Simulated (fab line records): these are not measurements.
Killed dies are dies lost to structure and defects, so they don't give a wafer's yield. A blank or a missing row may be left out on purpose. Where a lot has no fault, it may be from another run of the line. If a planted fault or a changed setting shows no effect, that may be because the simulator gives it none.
fab line records + flow sky130
record:
- lots: 4
- wafers: 11
- last-day: 50
route steps=708 shown VIA2@527 METAL3@532 CAPM@537 PAD_OPEN@708
lots that met no fault: taken from a fault-free run of the same line
start-h: hours from the record's first day to the start of the lot's first wafer shown + wait-h: hours elapsed since this lot's preceding step + " as in the row above + L1.1+2: a row that stands for several wafers + - value missing, or start not given + * or withheld: withheld + < > ~ a bound
route shown NAME@n: NAME is a module with steps in the file, n the number in the route of the first one + usual: the fault-free wafers' mean and standard deviation + same: alike in all rows + chamber/n: place in a boat + sites: per-site readings + _std_site: their standard deviation + _edge_site: mean of outer sites minus mean of inner sites + radius-mm: how far each site lies from the wafer's centre + mask NAME#n: copy n + behind: the most recent tool/chamber to have shaped the wafer + hold: why the lot was held/for how many hours/how that ended + device: whichever transistor did not switch (one of n, p or np) + end of line: tests run on the same wafers once the route is complete + for a step that has no rows: nothing shown but its recipe + killed: the dies lost at the first sort to structure and to defects; this is not the yield of the wafer + map: the dies of a wafer, with x for killed, . for not killed, _ for no die there
set.NAME: the run value of the setting; set.NAME@STEP: its run value at that earlier step + model.NAME: the simulator's own value behind a step, which no gauge read
lots at some steps of the route; a table a step, a row a wafer
services: when a tool's chamber went out of use (start-h, in hours from the record's first day, below 0 if earlier), for how many hours, and the reason
== steps ==
step: SKY_VIA2_SPUTTER_20
recipe:
- material: TiN
- target-thk-nm: 20
- chamber-pressure-pa: 5
- power-w: 4000
- time-s: 80
step: SKY_VIA2_CVD_21
recipe:
- material: W
- target-thk-nm: 420
- time-s: 126.4
- temp-c: 400
- pressure-torr: 40
step: SKY_VIA2_CMP_24
recipe:
- stop-on: SiO2
- t-overpolish-s: 20
- down-force-psi: 3.5
- platen-rpm: 60
- target-thk-nm: 0
- pad-velocity-m-s: 0.94248
step: SKY_METAL3_SPUTTER_00
recipe:
- material: Ti
- target-thk-nm: 15
- power-w: 3000
- time-s: 10
- chamber-pressure-pa: 0.4
step: SKY_METAL3_SPUTTER_01
recipe:
- material: TiN
- target-thk-nm: 20
- power-w: 6500
- time-s: 16.7
- chamber-pressure-pa: 0.4
step: SKY_METAL3_SPUTTER_02
recipe:
- material: AlCu
- target-thk-nm: 735
- power-w: 10600
- time-s: 39.1
- chamber-pressure-pa: 0.4
step: SKY_METAL3_SPUTTER_03
recipe:
- material: Ti
- target-thk-nm: 5
- power-w: 3000
- time-s: 3.3
- chamber-pressure-pa: 0.4
step: SKY_METAL3_SPUTTER_04
recipe:
- material: TiN
- target-thk-nm: 70
- power-w: 6500
- time-s: 58.3
- chamber-pressure-pa: 0.4
step: SKY_CAPM_CVD_00
recipe:
- material: SiO2
- target-thk-nm: 15.5
- temp-c: 400
- time-s: withheld
- rf-w: 450
step: SKY_CAPM_SPUTTER_02
recipe:
- material: TiN
- target-thk-nm: 200
- temp-c: 300
- power-w: 6500
- time-s: 166.7
- chamber-pressure-pa: 0.4
usual:
- cathode-dc-power-W: 6500.0/1.2
- chamber-pressure-pa: 0.4001/0.00075
- susceptor-temp-C: 300.00/0.22
- throttle-valve-pct: 30.2/0.81
| lot.wafer | tool           | chamber | start-h | wait-h | cathode-dc-power-W | chamber-pressure-pa | susceptor-temp-C | throttle-valve-pct | model.TiN_of_CAPM_SPUTTER_02.thk-nm |
|-----------|----------------|---------|---------|--------|--------------------|---------------------|------------------|--------------------|-------------------------------------|
| L744.1    | pvd-sputter-04 | -       | 922.04  | 0.1    | 6502.1             | 0.3991              | 300.22           | 29.2               | 193.6                               |
| L744.3    | "              | -       | "       | "      | 6502.6             | 0.4014              | 300.10           | 30.8               | 196.9                               |
| L744.6    | "              | -       | "       | "      | 6497.6             | 0.3990              | 299.85           | 29.2               | 194.9                               |
| L749.2    | pvd-sputter-04 | -       | 953.87  | 0.0    | 6499.6             | 0.4007              | -                | 29.7               | 189.7                               |
| L749.3    | "              | -       | "       | "      | 6501.5             | 0.4005              | 300.15           | 29.1               | 201.6                               |
| L749.6    | "              | -       | "       | "      | 6500.5             | 0.4013              | 299.59           | 29.1               | 201.8                               |
| L752.1    | pvd-sputter-04 | -       | 971.58  | 0.1    | 6500.7             | 0.3989              | -                | 29.7               | 185.7                               |
| L752.5    | "              | -       | "       | "      | 6501.0             | 0.3988              | 300.19           | 30.4               | 196.9                               |
| L755.2    | pvd-sputter-01 | -       | 989.08  | 0.0    | 6499.8             | 0.4007              | 300.25           | 31.4               | 202.9                               |
| L755.4    | "              | -       | "       | "      | 6499.3             | 0.4006              | 299.87           | 29.5               | 202.6                               |
| L755.5    | "              | -       | "       | "      | 6499.0             | 0.3996              | 300.38           | 30.9               | 202.5                               |
step: SKY_CAPM_RS_MEAS_03
recipe:
- thk-meas-gauge: four-point-probe
- reads: TiN_of_CAPM_SPUTTER_02
usual:
- CAPM_TIN_RS: 6.92/0.11
| lot.wafer | tool          | chamber | start-h | wait-h | CAPM_TIN_RS[ohm/sq] |
|-----------|---------------|---------|---------|--------|---------------------|
| L744.1    | film-metro-01 | -       | 922.15  | 0.1    | 7.15                |
| L744.3    | "             | -       | "       | "      | 7.00                |
| L744.6    | "             | -       | "       | "      | 7.08                |
| L749.2    | film-metro-02 | -       | 954.00  | 0.1    | 7.31                |
| L749.3    | "             | -       | "       | "      | 6.86                |
| L749.6    | "             | -       | "       | "      | 6.85                |
| L752.1    | film-metro-03 | -       | 971.69  | 0.1    | 7.45                |
| L752.5    | "             | -       | "       | "      | 7.02                |
| L755.2    | film-metro-01 | -       | 989.21  | 0.1    | 6.81                |
| L755.4    | "             | -       | "       | "      | 6.82                |
| L755.5    | "             | -       | "       | "      | 6.82                |
step: SKY_CAPM_THK_MEAS_04
recipe:
- thk-meas-gauge: xrf
- reads: TiN_of_CAPM_SPUTTER_02
usual:
- CAPM_TIN_THK: 201/3.2
| lot.wafer | tool          | chamber | start-h | wait-h | CAPM_TIN_THK[nm] |
|-----------|---------------|---------|---------|--------|------------------|
| L744.1    | film-metro-01 | -       | 922.27  | 0.1    | 193              |
| L744.3    | "             | -       | "       | "      | 198              |
| L744.6    | "             | -       | "       | "      | 196              |
| L749.2    | film-metro-02 | -       | 954.11  | 0.1    | 192              |
| L749.3    | "             | -       | "       | "      | 204              |
| L749.6    | "             | -       | "       | "      | 204              |
| L752.1    | film-metro-03 | -       | 971.81  | 0.1    | 187              |
| L752.5    | "             | -       | "       | "      | 199              |
| L755.2    | film-metro-01 | -       | 989.32  | 0.1    | 202              |
| L755.4    | "             | -       | "       | "      | 202              |
| L755.5    | "             | -       | "       | "      | 201              |
step: SKY_CAPM_DEHYDRATE_05
recipe:
- temp-c: 200
- time-s: 60
step: SKY_CAPM_HMDS_06
recipe:
- prime-time-s: 60
- prime-temp-c: 120
step: SKY_CAPM_COAT_07
recipe:
- resist: NOVOLAK
- spin-rpm: 3000
- resist-thk-nm: 1140
step: SKY_CAPM_SOFTBAKE_08
recipe:
- temp-c: 90
- time-s: 60
- resist: NOVOLAK
step: SKY_CAPM_EXPOSE_09
recipe:
- mask-id: CAPM
- na: 0.6
- source-shape: conventional
- sigma-outer: 0.6
- polarization: unpolarized
- target-cd-nm: 1000
- dose-mj: 159
step: SKY_CAPM_PEB_10
recipe:
- temp-c: withheld
- time-s: *
- resist: NOVOLAK
step: SKY_CAPM_DEVELOP_11
recipe:
- resist: NOVOLAK
- developer: TMAH
- develop-time-s: 60
- dev-temp-c: 23
step: SKY_CAPM_METAL_ETCH_13
recipe:
- target-depth-nm: 220
- stop-on: SiO2
- chemistry: Cl2/BCl3
- target: TiN
- pressure-mtorr: 10
- icp-w: 900
- bias-w: 48.5
- Cl2_flow_sccm: 60
- bcl3-flow-sccm: 30
- time-s: 62.9
usual:
- drypump-motor-current-A: 5.4/0.31
- oes-product-au: 0.940/0.0095
- throttle-valve-pct: 21.902/0.009
| lot.wafer | tool         | chamber | start-h | wait-h | drypump-motor-current-A | oes-product-au | rf-hours-counter-h | throttle-valve-pct |
|-----------|--------------|---------|---------|--------|-------------------------|----------------|--------------------|--------------------|
| L744.1    | rie-metal-02 | 0       | 947.62  | 0.0    | 5.2                     | 0.922          | 8                  | 21.913             |
| L744.3    | "            | 1       | "       | "      | 5.7                     | 0.936          | -                  | 21.904             |
| L744.6    | "            | 0       | "       | "      | 5.2                     | 0.930          | -                  | 21.911             |
| L749.2    | rie-metal-04 | 1       | 978.42  | 0.0    | 5.8                     | 0.914          | 14                 | 21.916             |
| L749.3    | "            | 0       | "       | "      | 5.2                     | 0.942          | -                  | 21.896             |
| L749.6    | "            | 1       | "       | "      | 5.8                     | 0.947          | -                  | 21.904             |
| L752.1    | rie-metal-04 | 0       | 996.22  | 0.0    | 5.2                     | 0.891          | 10                 | 21.925             |
| L752.5    | "            | 0       | "       | "      | 5.2                     | 0.936          | -                  | 21.896             |
| L755.2    | rie-metal-04 | 1       | 1012.52 | 0.0    | 5.8                     | 0.948          | 15                 | 21.889             |
| L755.4    | "            | 1       | "       | "      | 5.8                     | 0.952          | -                  | 21.897             |
| L755.5    | "            | 1       | "       | "      | 5.8                     | 0.948          | -                  | 21.905             |
step: SKY_CAPM_STRIP_14
recipe:
- chemistry: O2/N2
- power-w: 1400
- pressure-mtorr: 1500
- platen-temp-c: withheld
- o2-flow-sccm: 3000
- n2-flow-sccm: 300
- overash-fraction: 0.5
step: SKY_CAPM_STRIP_15
recipe:
- chemistry: post-etch-residue-remover
- time-s: 1200
- temp-c: 72.5
step: SKY_CAPM_CLEAN_16
recipe:
- chemistry: IPA
- time-s: 180
- temp-c: 25
step: SKY_CAPM_CLEAN_17
recipe:
- chemistry: O3/DIW
- dry: n2-spin
step: SKY_METAL3_DEHYDRATE_05
recipe:
- temp-c: 200
- time-s: 60
step: SKY_METAL3_HMDS_06
recipe:
- prime-time-s: 60
- prime-temp-c: 120
step: SKY_METAL3_COAT_07
recipe:
- resist: BARC
- temp-c: withheld
- time-s: withheld
- spin-rpm: 3000
- resist-thk-nm: 60
step: SKY_METAL3_COAT_08
recipe:
- resist: KrF-thick
- spin-rpm: 3000
- resist-thk-nm: 1140
step: SKY_METAL3_SOFTBAKE_09
recipe:
- temp-c: 100
- time-s: 90
- resist: KrF-thick
step: SKY_METAL3_EXPOSE_10
recipe:
- mask-id: MM3
- na: 0.68
- source-shape: annular
- sigma-inner: 0.4
- sigma-outer: 0.8
- target-cd-nm: 300
- dose-mj: 28
step: SKY_METAL3_PEB_11
recipe:
- peb-temp-c: withheld
- peb-time-s: withheld
- resist: KrF-thick
step: SKY_METAL3_DEVELOP_12
recipe:
- develop-time-s: 60
- resist: KrF-thick
- dev-temp-c: 21
step: SKY_METAL3_DESCUM_15
recipe:
- chemistry: O2
- source-power-w: 150
- bias-power-w: 0
- pressure-mtorr: 10
- temp-c: 40
- time-s: 8
step: SKY_METAL3_ETCH_16
recipe:
- chemistry: N2/H2
- target: BARC
- ion-energy-ev: 200
- bias-w: 100
- pressure-mtorr: 30
- n2-flow-sccm: 100
- h2-flow-sccm: 200
- icp-w: 500
- stop-on: SiO2
- time-s: 88.2
- target-depth-a: 600
step: SKY_METAL3_ETCH_17
recipe:
- target: SiO2
- stop-on: TiN
- chemistry: C4F8/O2/Ar
- source-w: 1500
- bias-w: 1200
- pressure-mtorr: 40
- c4f8-flow-sccm: withheld
- O2_flow_sccm: 6
- Ar_flow_sccm: 300
- time-s: 3.9
- target-depth-a: 150
step: SKY_METAL3_METAL_ETCH_18
recipe:
- target-depth-a: 8450
- stop-on: SiO2
- over-etch-frac: 0.3
- time-s: 183.1
- chemistry: Cl2/BCl3
- resist-sidewall-deg: 88
- pressure-mtorr: 10
- icp-w: 900
- bias-w: 48.5
- Cl2_flow_sccm: 60
- bcl3-flow-sccm: 30
step: SKY_METAL3_STRIP_20
recipe:
- chemistry: post-etch-residue-remover
- time-s: 1200
- temp-c: 72.5
| lot.wafer | tool         | chamber | start-h | wait-h | model.TiN_of_CAPM_SPUTTER_02.thk-nm |
|-----------|--------------|---------|---------|--------|-------------------------------------|
| L744.1    | wet-bench-02 | 1       | 973.42  | 0.1    | 192.7                               |
| L744.3    | "            | 1       | "       | "      | 196.1                               |
| L744.6    | "            | 1       | "       | "      | 194.1                               |
| L749.2    | wet-bench-02 | 2       | 1003.69 | 0.1    | 188.9                               |
| L749.3    | "            | 2       | "       | "      | 200.7                               |
| L749.6    | "            | 2       | "       | "      | 201                                 |
| L752.1    | wet-bench-02 | 0       | 1021.79 | 0.1    | 184.9                               |
| L752.5    | "            | 0       | "       | "      | 196.1                               |
| L755.2    | wet-bench-02 | 3       | 1037.36 | 0.1    | 202.1                               |
| L755.4    | "            | 3       | "       | "      | 201.7                               |
| L755.5    | "            | 3       | "       | "      | 201.6                               |
step: SKY_PAD_OPEN_PROBE_99
usual:
- defect-limited-yield: 82.5/1.9
- killed_at_M0_to_M3: 43/6.8
- killed_at_M4_up: 3.2/2
- killed-at-contacts: 24/5.3
- killed-at-front-end: 16/4.4
- killed-at-other: 0.3/0.54
- killed-dies: 86/9.4
- killed-open: 48/6.6
- killed-short: 38/6.5
- sort_bin_3_pad_short: 0.8/0.4
- sort_bin_5_function: 10.4/1.5
- sort_bin_6_memory: 6.3/1.2
- sort-n-pass: 406/9.4
- sort-yield-pct: 82.5/1.9
same:
- gross-dies: 492
- killed-at-back-side: 0
- sort_bin_4_leakage[%]: 0
- sort_bin_8_speed[%]: 0
| lot.wafer | tool      | chamber | start-h | wait-h | defect-limited-yield[%] | killed_at_M0_to_M3 | killed_at_M4_up | killed-at-contacts | killed-at-front-end | killed-at-other | killed-dies | killed-open | killed-short | sort_bin_3_pad_short[%] | sort_bin_5_function[%] | sort_bin_6_memory[%] | sort-n-pass | sort-yield-pct[%] | model.etest.cap-mim.plate-ohm-sq |
|-----------|-----------|---------|---------|--------|-------------------------|--------------------|-----------------|--------------------|---------------------|-----------------|-------------|-------------|--------------|-------------------------|------------------------|----------------------|-------------|-------------------|----------------------------------|
| L744.1    | prober-02 | -       | 1140.50 | 0.1    | 81.1                    | 49                 | 2               | 25                 | 16                  | 1               | 93          | 48          | 45           | 0.4                     | 10.8                   | 7.7                  | 399         | 81.1              | 6.199                            |
| L744.3    | prober-02 | -       | 1140.60 | 0.2    | 82.3                    | 42                 | 3               | 23                 | 19                  | 0               | 87          | 43          | 44           | 0.8                     | 10.6                   | 6.3                  | 405         | 82.3              | 6.114                            |
| L744.6    | prober-02 | -       | 1140.75 | 0.2    | 83.9                    | 43                 | 0               | 20                 | 16                  | 0               | 79          | 49          | 30           | 0.2                     | 9.1                    | 6.7                  | 413         | 83.9              | 6.174                            |
| L749.2    | prober-02 | -       | 1164.53 | 0.1    | 82.1                    | 46                 | 7               | 20                 | 15                  | 0               | 88          | 52          | 36           | 0.8                     | 10.0                   | 7.1                  | 404         | 82.1              | 6.346                            |
| L749.3    | prober-02 | -       | 1164.58 | 0.2    | 82.3                    | 46                 | 2               | 22                 | 17                  | 0               | 87          | 45          | 42           | 0.8                     | 10.8                   | 6.1                  | 405         | 82.3              | 5.94                             |
| L749.6    | prober-02 | -       | 1164.73 | 0.2    | 83.7                    | 44                 | 3               | 17                 | 16                  | 0               | 80          | 40          | 40           | 1.2                     | 9.8                    | 5.3                  | 412         | 83.7              | 5.932                            |
| L752.1    | prober-01 | -       | 1178.23 | 0.1    | 82.5                    | 38                 | 3               | 22                 | 23                  | 0               | 86          | 39          | 46           | 0.8                     | 11.4                   | 5.3                  | 406         | 82.5              | 6.49                             |
| L752.5    | prober-01 | -       | 1178.43 | 0.2    | 78.5                    | 50                 | 5               | 32                 | 19                  | 0               | 106         | 60          | 45           | 0.8                     | 11.8                   | 8.9                  | 386         | 78.5              | 6.148                            |
| L755.2    | prober-02 | -       | 1189.96 | 0.1    | 83.5                    | 33                 | 5               | 20                 | 22                  | 1               | 81          | 44          | 37           | 1.0                     | 9.1                    | 6.3                  | 411         | 83.5              | 5.9                              |
| L755.4    | prober-02 | -       | 1190.06 | 0.2    | 83.5                    | 34                 | 2               | 34                 | 11                  | 0               | 81          | 54          | 27           | 0                       | 11.6                   | 4.9                  | 411         | 83.5              | 5.902                            |
| L755.5    | prober-02 | -       | 1190.11 | 0.2    | 80.7                    | 41                 | 3               | 33                 | 18                  | 0               | 95          | 54          | 41           | 0.8                     | 11.6                   | 6.9                  | 397         | 80.7              | 5.907                            |
killed by level:class
L744.1 VIA1:geometric-particle:open=12 CONTACT:geometric-particle:open=9 METAL2:geometric-particle:short=7 POLY_GATE:geometric-particle:short=6 LI_CONTACT:geometric-particle:open=6 VIA1:geometric-particle:short=6 VIA2:geometric-particle:open=6 METAL1:geometric-particle:short=5
L744.3 FIELD_ISO:geometric-particle:short=9 VIA1:geometric-particle:open=9 VIA3:geometric-particle:open=7 LI_CONTACT:geometric-particle:open=6 FIELD_ISO:geometric-particle:open=5 VIA3:geometric-particle:short=5 METAL2:geometric-particle:short=5 LOCAL_INTERCONNECT:geometric-particle:open=4
L744.6 VIA1:geometric-particle:open=13 VIA1:geometric-particle:short=9 POLY_GATE:geometric-particle:open=7 CONTACT:geometric-particle:open=7 METAL2:geometric-particle:short=7 VIA2:geometric-particle:open=6 POLY_GATE:geometric-particle:short=5 VIA3:geometric-particle:open=4
L749.2 VIA1:geometric-particle:open=13 CONTACT:geometric-particle:open=9 METAL4:geometric-particle:short=7 VIA2:geometric-particle:open=6 METAL3:geometric-particle:short=6 VIA3:geometric-particle:open=5 FIELD_ISO:geometric-particle:open=4 POLY_GATE:geometric-particle:short=4
L749.3 VIA1:geometric-particle:open=13 LI_CONTACT:geometric-particle:open=8 VIA2:geometric-particle:open=8 CONTACT:geometric-particle:open=8 POLY_GATE:geometric-particle:short=6 METAL1:geometric-particle:short=5 VIA1:geometric-particle:short=5 FIELD_ISO:geometric-particle:short=4
L749.6 METAL2:geometric-particle:short=10 VIA3:geometric-particle:open=8 FIELD_ISO:geometric-particle:short=7 LI_CONTACT:geometric-particle:open=7 VIA2:geometric-particle:open=6 VIA1:geometric-particle:open=5 CONTACT:geometric-particle:short=4 CONTACT:geometric-particle:open=4
L752.1 CONTACT:geometric-particle:short=7 VIA3:geometric-particle:open=7 VIA1:geometric-particle:short=6 VIA1:geometric-particle:open=6 CONTACT:geometric-particle:open=6 POLY_GATE:geometric-particle:short=5 POLY_GATE:geometric-particle:open=5 LI_CONTACT:geometric-particle:open=5
L752.5 CONTACT:geometric-particle:open=18 VIA1:geometric-particle:open=13 LI_CONTACT:geometric-particle:open=7 FIELD_ISO:geometric-particle:short=6 FIELD_ISO:geometric-particle:open=6 VIA2:geometric-particle:short=6 VIA1:geometric-particle:short=5 METAL1:geometric-particle:short=5
L755.2 CONTACT:geometric-particle:open=13 VIA1:geometric-particle:open=7 VIA3:geometric-particle:open=6 POLY_GATE:geometric-particle:short=5 FIELD_ISO:geometric-particle:open=4 METAL2:geometric-particle:short=4 METAL4:geometric-particle:short=4 FIELD_ISO:geometric-particle:short=3
L755.4 CONTACT:geometric-particle:open=15 VIA1:geometric-particle:open=10 LI_CONTACT:geometric-particle:open=9 VIA3:geometric-particle:open=7 CONTACT:geometric-particle:short=5 POLY_GATE:geometric-particle:open=4 LI_CONTACT:geometric-particle:short=4 VIA3:geometric-particle:short=4
L755.5 CONTACT:geometric-particle:open=13 VIA1:geometric-particle:open=13 METAL2:geometric-particle:short=9 LI_CONTACT:geometric-particle:open=8 POLY_GATE:geometric-particle:short=5 LOCAL_INTERCONNECT:geometric-particle:short=5 FIELD_ISO:geometric-particle:open=4 SPACER:geometric-particle:open=4
== services ==
| tool           | chamber | start-h | hours | kind                   |
|----------------|---------|---------|-------|------------------------|
| pvd-sputter-04 | -       | 908.70  | 1.4   | repair                 |
| pvd-sputter-04 | -       | 911.85  | 1.4   | repair                 |
| rie-metal-04   | -       | 933.44  | 26.7  | repair                 |
| wet-bench-02   | -       | 951.51  | 2.1   | repair                 |
| wet-bench-02   | -       | 984.95  | 0.5   | repair                 |
| pvd-sputter-01 | 0       | 986.20  | -     | consumable-replace:kit |
| pvd-sputter-01 | 0       | 986.20  | 18.0  | scheduled-down         |
| pvd-sputter-01 | 0       | 986.20  | 18.0  | vent-cycle             |
== key ==
first-sign:
- step: SKY_CAPM_RS_MEAS_03
- reading: CAPM_TIN_RS
- direction: up
- sigmas: 4.2
- usual: 6.92
- struck: 7.38
effect:
- step: SKY_CAPM_THK_MEAS_04
- reading: CAPM_TIN_THK
- direction: down
- sigmas: 3.4
- usual: 201
- struck: 190
effect:
- step: SKY_CAPM_METAL_ETCH_13
- reading: oes-product-au
- direction: down
- sigmas: 3.9
- usual: 0.940
- struck: 0.902
model-effect:
- step: SKY_CAPM_SPUTTER_02
- value: TiN_of_CAPM_SPUTTER_02.thk-nm
- without: 198.3
- struck: 187.7
model-effect:
- step: SKY_METAL3_STRIP_20
- value: TiN_of_CAPM_SPUTTER_02.thk-nm
- without: 197.4
- struck: 186.9
model-effect:
- step: SKY_PAD_OPEN_PROBE_99
- value: etest.cap-mim.plate-ohm-sq
- without: 6.077
- struck: 6.418
met-at SKY_CAPM_SPUTTER_02
struck-wafers L749.2,L752.1
fault:
- kind: process-parameter-drift
- tool: pvd-sputter-04
- chamber: -
- onset-h: 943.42
- steps: SKY_CAPM_SPUTTER_02
- channel: time-s
- offset: *
- shape: step
- end-h: 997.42
- acts-in: *
- stated: *
- scope: struck-wafers-only
